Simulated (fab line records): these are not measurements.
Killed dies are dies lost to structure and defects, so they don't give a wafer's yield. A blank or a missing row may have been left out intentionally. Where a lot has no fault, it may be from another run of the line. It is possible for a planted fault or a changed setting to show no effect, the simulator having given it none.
Which tool is to blame? || flow sky130 || 13 lots, 39 wafers sampled, at 3 steps of a route of 708

== WHAT EACH GAUGE READ, for each wafer ==
SKY_LDD_HVP_OVL_MEAS_07.
{"lot": "L181", "measured": "day 22 00:16", "on": "overlay-01", "LDD_HVP_OVL (nm)": "-0.7 -1.6 -1.9"}
{"lot": "L182", "measured": "day 22 03:30", "on": "overlay-01", "LDD_HVP_OVL (nm)": "-0.7 -1.9 -2.1"}
{"lot": "L183", "measured": "day 22 18:44", "on": "overlay-01", "LDD_HVP_OVL (nm)": "-0.2 0.3 -0.3"}
{"lot": "L185", "measured": "day 23 09:46", "on": "overlay-01", "LDD_HVP_OVL (nm)": "2.9 0.9 2.9"}
{"lot": "L186", "measured": "day 23 18:52", "on": "overlay-01", "LDD_HVP_OVL (nm)": "-1.2 -1.3 -1.3"}
{"lot": "L188", "measured": "day 24 07:31", "on": "overlay-01", "LDD_HVP_OVL (nm)": "-1.0 0.7 0.4"}
{"lot": "L190", "measured": "day 25 11:59", "on": "overlay-01", "LDD_HVP_OVL (nm)": "-1.2 -0.5 -1.0"}
{"lot": "L196", "measured": "day 27 20:37", "on": "overlay-01", "LDD_HVP_OVL (nm)": "1.3 -2.0 1.4"}
{"lot": "L198", "measured": "day 28 00:43", "on": "overlay-01", "LDD_HVP_OVL (nm)": "-1.0 -1.4 0.7"}
{"lot": "L199", "measured": "day 28 09:40", "on": "overlay-01", "LDD_HVP_OVL (nm)": "0.3 1.2 1.2"}
{"lot": "L203", "measured": "day 29 20:13", "on": "overlay-01", "LDD_HVP_OVL (nm)": "-2.6 -1.7 -1.1"}
{"lot": "L201", "measured": "day 29 20:31", "on": "overlay-02", "LDD_HVP_OVL (nm)": "0.3 2.0 0.5"}
{"lot": "L202", "measured": "day 29 21:38", "on": "overlay-01", "LDD_HVP_OVL (nm)": "-0.2 0.2 -1.1"}

SKY_LDD_LDN_OVL_MEAS_07.
{"lot": "L181", "measured": "day 23 06:28", "on": "overlay-01", "LDD_LDN_OVL (nm)": "0.2 -0.7 -0.2"}
{"lot": "L182", "measured": "day 23 09:19", "on": "overlay-01", "LDD_LDN_OVL (nm)": "0.0 -0.7 1.3"}
{"lot": "L183", "measured": "day 24 00:37", "on": "overlay-01", "LDD_LDN_OVL (nm)": "1.3 0.8 -1.2"}
{"lot": "L185", "measured": "day 24 15:49", "on": "overlay-02", "LDD_LDN_OVL (nm)": "2.4 1.6 1.7"}
{"lot": "L186", "measured": "day 25 00:31", "on": "overlay-01", "LDD_LDN_OVL (nm)": "-1.1 -2.1 -2.2"}
{"lot": "L188", "measured": "day 25 13:07", "on": "overlay-02", "LDD_LDN_OVL (nm)": "-0.1 -1.0 -0.1"}
{"lot": "L190", "measured": "day 26 17:08", "on": "overlay-01", "LDD_LDN_OVL (nm)": "-0.5 -0.9 -1.2"}
{"lot": "L196", "measured": "day 29 01:07", "on": "overlay-02", "LDD_LDN_OVL (nm)": "1.7 2.4 0.5"}
{"lot": "L198", "measured": "day 29 05:55", "on": "overlay-01", "LDD_LDN_OVL (nm)": "-0.3 -1.1 -1.6"}
{"lot": "L199", "measured": "day 29 14:01", "on": "overlay-01", "LDD_LDN_OVL (nm)": "-0.1 -0.1 1.1"}
{"lot": "L203", "measured": "day 30 23:28", "on": "overlay-01", "LDD_LDN_OVL (nm)": "0.0 -0.4 -0.7"}
{"lot": "L201", "measured": "day 30 23:55", "on": "overlay-02", "LDD_LDN_OVL (nm)": "-0.1 0.4 0.9"}
{"lot": "L202", "measured": "day 31 00:58", "on": "overlay-01", "LDD_LDN_OVL (nm)": "-2.8 -0.6 -0.3"}

SKY_POLY_CUT_CD_MEAS_08 targets a cd of 270 nm.
{"lot": "L181", "measured": "day 24 14:20", "on": "cdSem-02", "cdNm (nm)": "269.9 270.8 269.3"}
{"lot": "L182", "measured": "day 24 17:06", "on": "cdSem-01", "cdNm (nm)": "268.9 269.2 268.3"}
{"lot": "L183", "measured": "day 25 09:16", "on": "cdSem-02", "cdNm (nm)": "269.3 269.7 270.1"}
{"lot": "L185", "measured": "day 25 23:50", "on": "cdSem-01", "cdNm (nm)": "270.6 270.3 272.3"}
{"lot": "L186", "measured": "day 26 07:34", "on": "cdSem-01", "cdNm (nm)": "271.0 270.6 269.8"}
{"lot": "L188", "measured": "day 26 20:28", "on": "cdSem-01", "cdNm (nm)": "271.0 271.1 270.5"}
{"lot": "L190", "measured": "day 28 00:37", "on": "cdSem-01", "cdNm (nm)": "270.9 268.7 272.1"}
{"lot": "L196", "measured": "day 30 09:40", "on": "cdSem-01", "cdNm (nm)": "269.1 268.9 269.7"}
{"lot": "L198", "measured": "day 30 13:04", "on": "cdSem-01", "cdNm (nm)": "269.4 268.9 269.3"}
{"lot": "L199", "measured": "day 30 20:40", "on": "cdSem-02", "cdNm (nm)": "270.3 270.0 270.4"}
{"lot": "L203", "measured": "day 32 04:32", "on": "cdSem-02", "cdNm (nm)": "268.7 269.1 269.4"}
{"lot": "L201", "measured": "day 32 06:07", "on": "cdSem-01", "cdNm (nm)": "266.7 267.7 267.0"}
{"lot": "L202", "measured": "day 32 08:19", "on": "cdSem-02", "cdNm (nm)": "268.2 269.9 268.8"}

== TOOL THAT RAN EACH LOT (tool first, then ch and the chambers of the sampled wafers, then the start) ==
The record holds no process step before these readings.

== AS READ BY THE TOOLS THEMSELVES (means over the sampled wafers that have a number; for cases with no such wafer, the mark the record gives instead) ==
The record holds no such reading with a usual standard deviation.

== THE ANSWER, worked out from the rows above alone ==
Rule: what is usual is taken from the lots themselves. Put in order of their means at a reading, lots are off if they are a third of the lots or fewer, leave a main group of 4 or more, and stand apart from it by a gap of 3 or more times the standard deviation of the main group's means; of several such gaps the widest counts. A main group is skipped when, at the precision printed for the reading in the tables above, its means are all equal. A lot without any number at a reading at which 4 lots or more have one is off too. Any other lot the step has rows for is counted as sound. After the gauges, taken in route order, come the tools' own readings; for these a lot's mean is taken, as printed above. The first step at which some lot is off is used, and at that step the reading that is off furthest; a lot without a number counts as furthest.
No lot is off at any reading shown: from this, nothing can be told.

== WHAT THE SIMULATOR HAD PUT IN ==
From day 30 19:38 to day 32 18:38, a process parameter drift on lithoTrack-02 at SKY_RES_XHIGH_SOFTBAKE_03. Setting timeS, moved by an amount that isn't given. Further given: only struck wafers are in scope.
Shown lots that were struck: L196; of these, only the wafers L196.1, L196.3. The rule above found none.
